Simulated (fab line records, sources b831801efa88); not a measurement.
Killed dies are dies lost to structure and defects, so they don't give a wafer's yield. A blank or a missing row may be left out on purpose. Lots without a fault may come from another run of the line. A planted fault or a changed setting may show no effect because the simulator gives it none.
fab line records | flow sky130
record lots=5 wafers=15 last_day=49
route steps=708 shown METAL2@501 VIA2@507
lots that met no fault: from a run of the same line without faults
start_h: hours from the record's first day to the start of the lot's first wafer shown | wait_h: hours since the lot's step before | " the same as in the row above | L1.1+2: a row that stands for several wafers | - no value, or no start given | * or withheld: withheld | < > ~ a bound
route shown NAME@n: a module of which the file shows steps, and the number in the route of the first | usual: mean/standard deviation of fault-free wafers | same: alike in all rows | chamber/n: place in a boat | sites: the reading at each site | _std_site: their standard deviation | _edge_site: outer sites' mean less inner sites' | radius_mm: how far each site lies from the wafer's centre | mask NAME#n: copy n | behind: the tool/chamber that last shaped the wafer | hold: why the lot was held/for how many hours/how that ended | device: the transistor (n, p or np) that didn't switch | end of line: the same wafers' tests at the end of the route | a step without rows: its recipe alone | killed: dies lost to structure and defects at the first sort, not the wafer's yield | map: a wafer's dies, x killed, . not, _ none there
set.NAME: the setting as run; set.NAME@STEP: as run at that earlier step | model.NAME: the simulator's own value behind a step, which no gauge read
lots at some steps of the route; a table a step, a row a wafer
services: from which hour (start_h, from the record's first day; less than 0 if before it) a tool's chamber was out of use, for how many hours, and why
## steps
# step SKY_METAL2_ETCH_18
# recipe chemistry=N2/H2 target=BARC ion_energy_ev=200 bias_w=100 pressure_mtorr=30 n2_flow_sccm=100 h2_flow_sccm=200 icp_w=500 stop_on=SiO2 time_s=45.9 target_depth_a=600
# usual chamber_pressure_mTorr=30.00/0.03 drypump_motor_current_A=5.6/0.53 oes_product_au=0.855/0.0053 throttle_valve_pct=13.225/0.009
# columns lot.wafer tool chamber start_h wait_h chamber_pressure_mTorr drypump_motor_current_A oes_product_au rf_hours_counter_h throttle_valve_pct
L074.1 rie_metal-04 0 841.25 0.0 29.98 6.4 0.859 4 13.227
L074.5 " 1 " " 30.02 5.2 0.841 - 13.238
L074.6 " 0 " " 29.97 6.4 0.846 - 13.234
L077.1 rie_metal-04 1 866.83 0.0 29.98 5.2 0.851 6 13.229
L077.4 " 1 " " 30.00 5.2 0.842 - 13.213
L077.5 " 0 " " 30.01 6.4 0.861 - 13.224
L081.2 rie_metal-04 1 897.10 0.0 30.04 5.2 0.854 7 13.223
L081.4 " 0 " " 29.99 6.4 0.860 - 13.222
L081.5 " 1 " " 30.01 5.2 0.856 - 13.221
L084.1 rie_metal-03 1 915.43 0.0 29.96 6.1 0.851 6 13.234
L084.3 " 0 " " 29.92 5.1 0.849 - 13.229
L084.4 " 1 " " 30.01 6.1 0.858 - 13.209
L089.1 rie_metal-01 1 952.13 0.0 29.98 5.0 0.862 16 13.216
L089.4 " 1 " " 30.01 5.0 0.866 - 13.218
L089.5 " 0 " " 30.00 5.6 0.851 - 13.214
# step SKY_METAL2_METAL_ETCH_19
# recipe target_depth_a=3600 stop_on=SiO2 over_etch_frac=0.3 time_s=74.83 chemistry=Cl2/BCl3 resist_sidewall_deg=88 pressure_mtorr=10 icp_w=900 bias_w=48.5 Cl2_flow_sccm=60 bcl3_flow_sccm=30
# usual chamber_pressure_mTorr=10.001/0.012 drypump_motor_current_A=5.6/0.53 oes_product_au=0.874/0.006 throttle_valve_pct=22.264/0.0074
# columns lot.wafer tool chamber start_h wait_h chamber_pressure_mTorr drypump_motor_current_A oes_product_au rf_hours_counter_h throttle_valve_pct
L074.1 rie_metal-04 0 841.31 0.0 9.989 6.4 0.864 4 22.263
L074.5 " 1 " " 9.997 5.2 0.869 - 22.253
L074.6 " 0 " " 10.009 6.4 0.878 - 22.273
L077.1 rie_metal-04 1 866.89 0.0 9.988 5.2 0.884 6 22.264
L077.4 " 1 " " 10.002 5.2 0.875 - 22.262
L077.5 " 0 " " 10.003 6.4 0.865 - 22.274
L081.2 rie_metal-04 1 897.16 0.0 9.991 5.2 0.866 7 22.255
L081.4 " 0 " " 9.987 6.4 0.877 - 22.271
L081.5 " 1 " " 10.002 5.2 0.866 - 22.256
L084.1 rie_metal-03 1 915.49 0.0 10.006 6.1 0.877 7 22.275
L084.3 " 0 " " 10.011 5.1 0.869 - 22.261
L084.4 " 1 " " 10.010 6.0 0.872 - 22.273
L089.1 rie_metal-01 1 952.19 0.0 9.983 5.0 0.882 16 22.266
L089.4 " 1 " " 9.997 5.0 0.875 - 22.264
L089.5 " 0 " " 9.999 5.6 0.866 - 22.277
# step SKY_METAL2_STRIP_20
# recipe chemistry=O2/N2 power_w=1400 pressure_mtorr=1500 platen_temp_c=withheld o2_flow_sccm=3000 n2_flow_sccm=300 overash_fraction=0.5
# usual chamber_pressure_mTorr=1500.0/1.2 drypump_motor_current_A=5.6/0.33 oes_product_au=0.347/0.0047 strip_time_to_endpoint_s=2.79/0.051
# columns lot.wafer tool chamber start_h wait_h chamber_pressure_mTorr drypump_motor_current_A oes_product_au rf_hours_counter_h strip_time_to_endpoint_s
L074.1 plasma_asher-02 0 841.40 0.1 1500.4 6.1 0.342 103 2.75
L074.5 " 1 " " 1499.0 5.6 0.349 - 2.83
L074.6 " 0 " " 1500.1 6.1 0.341 - 2.78
L077.1 plasma_asher-04 0 866.98 0.1 1498.3 5.2 0.350 41 2.87
L077.4 " 0 " " 1499.6 5.2 0.348 - 2.84
L077.5 " 0 " " 1500.3 5.2 0.347 - 2.80
L081.2 plasma_asher-04 1 897.25 0.1 1496.9 5.9 0.348 44 2.84
L081.4 " 0 " " 1497.8 5.2 0.348 - 2.77
L081.5 " 1 " " 1500.6 5.9 0.349 - 2.80
L084.1 plasma_asher-02 0 915.58 0.1 1499.3 6.1 0.344 110 2.78
L084.3 " 0 " " 1498.7 6.0 0.339 - 2.78
L084.4 " 1 " " 1500.3 5.6 0.349 - 2.73
L089.1 plasma_asher-03 0 952.28 0.1 1498.7 5.3 0.343 80 2.74
L089.4 " 1 " " 1499.3 5.6 0.345 - 2.73
L089.5 " 1 " " 1500.5 5.6 0.338 - 2.71
# step SKY_METAL2_STRIP_21
# recipe chemistry=post_etch_residue_remover time_s=1200 temp_c=72.5
# columns lot.wafer tool chamber start_h wait_h
L074.1+5+6 wet_bench-02 1 841.50 0.1
L077.1+4+5 wet_bench-04 3 867.08 0.1
L081.2+4+5 wet_bench-02 2 897.35 0.1
L084.1+3+4 wet_bench-03 2 915.68 0.1
L089.1+4+5 wet_bench-02 2 952.38 0.1
# step SKY_METAL2_CLEAN_22
# recipe chemistry=IPA time_s=180 temp_c=25
# columns lot.wafer tool chamber start_h wait_h
L074.1+5+6 wet_bench-04 1 841.84 0.0
L077.1+4+5 wet_bench-03 1 867.45 0.0
L081.2+4+5 wet_bench-03 2 897.69 0.0
L084.1+3+4 wet_bench-04 0 916.02 0.0
L089.1+4+5 wet_bench-04 0 952.75 0.0
# step SKY_METAL2_CLEAN_23
# recipe chemistry=O3/DIW dry=n2_spin
# columns lot.wafer tool chamber start_h wait_h
L074.1+5+6 wet_bench-03 0 841.90 0.0
L077.1+4+5 wet_bench-02 1 867.51 0.0
L081.2+4+5 wet_bench-02 2 897.75 0.0
L084.1+3+4 wet_bench-04 0 916.08 0.0
L089.1+4+5 wet_bench-04 3 952.81 0.0
# step SKY_VIA2_HDPCVD_00
# recipe material=SiO2 target_thk_nm=1180 sigma_open_frac=0.3 time_s=196.7 temp_c=400 sih4_flow_sccm=60 pressure_mtorr=6
# columns lot.wafer tool chamber start_h wait_h
L074.1+5+6 hdpcvd-01 0,0,1 841.99 0.0
L077.1+4+5 hdpcvd-01 0,2,0 867.60 0.0
L081.2+4+5 hdpcvd-01 2,2,0 897.84 0.0
L084.1+3+4 hdpcvd-01 2,1,1 916.17 0.0
L089.1+4+5 hdpcvd-02 2,0,1 952.90 0.0
# step SKY_VIA2_THK_MEAS_01
# recipe reads=SiO2_of_VIA2_HDPCVD_00
# usual VIA2_HDPCVD_THK=1176/11
# columns lot.wafer tool chamber start_h wait_h VIA2_HDPCVD_THK[nm]
L074.1 film_metro-02 - 842.12 0.1 1173
L074.5 " - " " 1178
L074.6 " - " " 1179
L077.1 film_metro-04 - 867.73 0.1 1180
L077.4 " - " " 1171
L077.5 " - " " 1196
L081.2 film_metro-02 - 897.98 0.1 1172
L081.4 " - " " 1176
L081.5 " - " " 1182
L084.1 film_metro-01 - 916.30 0.1 1180
L084.3 " - " " 1180
L084.4 " - " " 1179
L089.1 film_metro-04 - 953.03 0.1 1171
L089.4 " - " " 1151
L089.5 " - " " 1166
# step SKY_VIA2_CMP_02
# recipe material=SiO2 down_force_psi=4 platen_rpm=60 pad_velocity_m_s=0.94248
# usual motor_current_A=12.1/1.1 retaining_ring_pressure_frac=1.000/0.0048
# columns lot.wafer tool chamber start_h wait_h motor_current_A retaining_ring_pressure_frac
L074.1 cmp-02 2 842.33 0.2 11.0 1.000
L074.6 " 3 " " 12.4 1.004
L074.5 " 0 " " 13.7 1.003
L077.1 cmp-02 3 867.79 0.1 11.5 0.992
L077.4 " 1 " " 11.9 0.998
L077.5 " 0 " " 13.4 1.002
L081.2 cmp-01 3 898.13 0.1 11.6 1.000
L081.4 " 0 " " 11.8 0.993
L081.5 " 2 " " 14.7 1.002
L084.4 cmp-01 0 916.36 0.0 11.9 0.999
L084.3 " 2 " " 14.3 1.006
L084.1 " 3 " " 12.0 0.992
L089.1 cmp-01 3 953.14 0.1 11.5 1.002
L089.4 " 1 " " 11.0 0.996
L089.5 " 2 " " 14.4 0.993
# step SKY_VIA2_BOW_MEAS_03
# recipe mode=bow
# usual VIA2_BOW=86/7.6
# columns lot.wafer tool chamber start_h wait_h VIA2_BOW[um]
L074.1 film_metro-04 - 842.48 0.1 98
L074.5 " - " " 90
L074.6 " - " " 104
L077.1 film_metro-01 - 868.09 0.2 90
L077.4 " - " " 78
L077.5 " - " " 94
L081.2 film_metro-01 - 898.35 0.2 75
L081.4 " - " " 86
L081.5 " - " " 78
L084.1 film_metro-02 - 916.66 0.1 79
L084.3 " - " " 83
L084.4 " - " " 83
L089.1 film_metro-02 - 953.39 0.2 81
L089.4 " - " " 81
L089.5 " - " " 83
# step SKY_VIA2_DEHYDRATE_04
# recipe temp_c=200 time_s=60
# usual chill_plate_temp_C=23.04/0.11
# columns lot.wafer tool chamber start_h wait_h chill_plate_temp_C
L074.1 litho_track-01 0 855.59 13.1 23.10
L074.5 " 0 " " 22.91
L074.6 " 0 " " 23.09
L077.1 litho_track-02 0 880.27 12.2 22.88
L077.4 " 0 " " 22.96
L077.5 " 0 " " 23.07
L081.2 litho_track-04 0 909.98 11.6 23.01
L081.4 " 0 " " 23.02
L081.5 " 0 " " 23.18
L084.1 litho_track-04 0 928.86 12.2 23.07
L084.3 " 0 " " 23.19
L084.4 " 0 " " 23.18
L089.1 litho_track-02 0 964.67 11.3 23.19
L089.4 " 0 " " 23.13
L089.5 " 0 " " 23.17
# step SKY_VIA2_HMDS_05
# recipe prime_time_s=60 prime_temp_c=120
# usual chill_plate_temp_C=23.00/0.082
# columns lot.wafer tool chamber start_h wait_h chill_plate_temp_C
L074.1 litho_track-01 0 855.74 0.1 23.11
L074.5 " 0 " " 22.97
L074.6 " 0 " " 23.04
L077.1 litho_track-02 0 880.42 0.1 22.92
L077.4 " 0 " " 22.94
L077.5 " 0 " " 22.92
L081.2 litho_track-04 0 910.13 0.1 23.05
L081.4 " 0 " " 23.10
L081.5 " 0 " " 23.08
L084.1 litho_track-04 0 929.01 0.1 22.94
L084.3 " 0 " " 22.99
L084.4 " 0 " " 23.04
L089.1 litho_track-02 0 964.82 0.1 23.05
L089.4 " 0 " " 23.06
L089.5 " 0 " " 22.96
# step SKY_VIA2_COAT_06
# recipe resist=BARC temp_c=withheld time_s=withheld spin_rpm=3000 resist_thk_nm=60
# usual chill_plate_temp_C=*
# columns lot.wafer tool chamber start_h wait_h chill_plate_temp_C
L074.1 litho_track-01 0 855.89 0.1 *
L074.5 " 0 " " *
L074.6 " 0 " " *
L077.1 litho_track-02 0 880.57 0.1 *
L077.4 " 0 " " *
L077.5 " 0 " " *
L081.2 litho_track-04 0 910.28 0.1 *
L081.4 " 0 " " *
L081.5 " 0 " " *
L084.1 litho_track-04 0 929.16 0.1 *
L084.3 " 0 " " *
L084.4 " 0 " " *
L089.1 litho_track-02 0 964.97 0.1 *
L089.4 " 0 " " *
L089.5 " 0 " " *
# step SKY_VIA2_COAT_07
# recipe resist=KrF-thick spin_rpm=3000 resist_thk_nm=450
# usual chill_plate_temp_C=23.01/0.1
# columns lot.wafer tool chamber start_h wait_h chill_plate_temp_C
L074.1 litho_track-01 0 - - 22.99
L074.5 " 0 " " 23.09
L074.6 " 0 " " 23.12
L077.1 litho_track-02 0 - - 22.95
L077.4 " 0 " " 22.79
L077.5 " 0 " " 23.00
L081.2 litho_track-04 0 - - 23.03
L081.4 " 0 " " 23.01
L081.5 " 0 " " 22.86
L084.1 litho_track-04 0 - - 22.84
L084.3 " 0 " " 22.93
L084.4 " 0 " " 22.83
L089.1 litho_track-02 0 - - 22.91
L089.4 " 0 " " 23.02
L089.5 " 0 " " 22.89
# step SKY_VIA2_SOFTBAKE_08
# recipe temp_c=100 time_s=90 resist=KrF-thick
# usual chill_plate_temp_C=22.97/0.11
# columns lot.wafer tool chamber start_h wait_h chill_plate_temp_C
L074.1 litho_track-01 0 - - 22.85
L074.5 " 0 " " 22.89
L074.6 " 0 " " 22.98
L077.1 litho_track-02 0 - - 23.05
L077.4 " 0 " " 22.94
L077.5 " 0 " " 23.04
L081.2 litho_track-04 0 - - 22.69
L081.4 " 0 " " 22.99
L081.5 " 0 " " 22.96
L084.1 litho_track-04 0 - - 22.59
L084.3 " 0 " " 22.76
L084.4 " 0 " " 22.64
L089.1 litho_track-02 0 - - 22.84
L089.4 " 0 " " 22.79
L089.5 " 0 " " 22.86
# step SKY_VIA2_EXPOSE_09
# recipe mask_id=VIM2 na=0.8 source_shape=annular sigma_inner=0.55 sigma_outer=0.85 target_cd_nm=200 dose_mj=38
# usual reticle_temp_C=22.99/0.11
# columns lot.wafer tool chamber start_h wait_h mask reticle_temp_C
L074.1 krf_scanner-02 0 - - VIM2#0 22.93
L074.5 " 0 " " VIM2#0 23.05
L074.6 " 0 " " VIM2#0 22.74
L077.1 krf_scanner-01 0 - - VIM2#0 22.96
L077.4 " 0 " " VIM2#0 22.85
L077.5 " 0 " " VIM2#0 23.12
L081.2 krf_scanner-01 0 - - VIM2#0 23.01
L081.4 " 0 " " VIM2#0 22.92
L081.5 " 0 " " VIM2#0 22.89
L084.1 krf_scanner-01 0 - - VIM2#0 23.03
L084.3 " 0 " " VIM2#0 23.16
L084.4 " 0 " " VIM2#0 23.08
L089.1 krf_scanner-01 0 - - VIM2#0 23.00
L089.4 " 0 " " VIM2#0 23.13
L089.5 " 0 " " VIM2#0 22.88
# step SKY_VIA2_PEB_10
# recipe peb_temp_c=withheld peb_time_s=withheld resist=KrF-thick
# usual chill_plate_temp_C=*
# columns lot.wafer tool chamber start_h wait_h chill_plate_temp_C
L074.1 litho_track-02 0 - - *
L074.5 " 0 " " *
L074.6 " 0 " " *
L077.1 litho_track-04 0 - - *
L077.4 " 0 " " *
L077.5 " 0 " " *
L081.2 litho_track-02 0 - - *
L081.4 " 0 " " *
L081.5 " 0 " " *
L084.1 litho_track-01 0 - - *
L084.3 " 0 " " *
L084.4 " 0 " " *
L089.1 litho_track-04 0 - - *
L089.4 " 0 " " *
L089.5 " 0 " " *
# step SKY_VIA2_DEVELOP_11
# recipe develop_time_s=60 resist=KrF-thick dev_temp_c=20.52
# usual chill_plate_temp_C=23.03/0.11
# columns lot.wafer tool chamber start_h wait_h chill_plate_temp_C
L074.1 litho_track-02 0 - - 23.27
L074.5 " 0 " " 23.27
L074.6 " 0 " " 23.18
L077.1 litho_track-04 0 - - 23.11
L077.4 " 0 " " 23.09
L077.5 " 0 " " 23.09
L081.2 litho_track-02 0 - - 22.99
L081.4 " 0 " " 23.06
L081.5 " 0 " " 22.99
L084.1 litho_track-01 0 - - 23.17
L084.3 " 0 " " 23.09
L084.4 " 0 " " 22.93
L089.1 litho_track-04 0 - - 22.78
L089.4 " 0 " " 22.98
L089.5 " 0 " " 22.99
## services
# columns tool chamber start_h hours kind
krf_scanner-01 - 820.56 1.0 pm
cmp-02 - 820.89 0.3 repair
cmp-01 - 823.42 4.8 pm
plasma_asher-04 - 830.16 7.1 repair
krf_scanner-02 - 834.57 1.0 pm
krf_scanner-01 - 845.14 1.3 pm
krf_scanner-01 - 867.67 2.4 repair
wet_bench-03 - 907.46 3.6 repair
hdpcvd-02 - 921.70 2.8 pm
krf_scanner-01 - 925.99 0.8 pm
cmp-01 - 927.16 4.0 pm
plasma_asher-03 - 939.31 2.8 pm
hdpcvd-02 0 942.88 4.7 repair
krf_scanner-02 - 950.02 0.8 pm
hdpcvd-01 - 950.25 15.0 pm
hdpcvd-01 0 950.25 15.0 vent_cycle
hdpcvd-01 1 950.25 15.0 vent_cycle
hdpcvd-01 2 950.25 15.0 vent_cycle
plasma_asher-02 - 950.56 2.8 pm
krf_scanner-01 - 954.51 4.4 pm
rie_metal-03 1 965.13 6.2 repair
krf_scanner-02 - 971.88 1.3 pm
cmp-02 - 973.31 0.6 repair
cmp-02 - 976.40 17.1 pm
## key
fault none
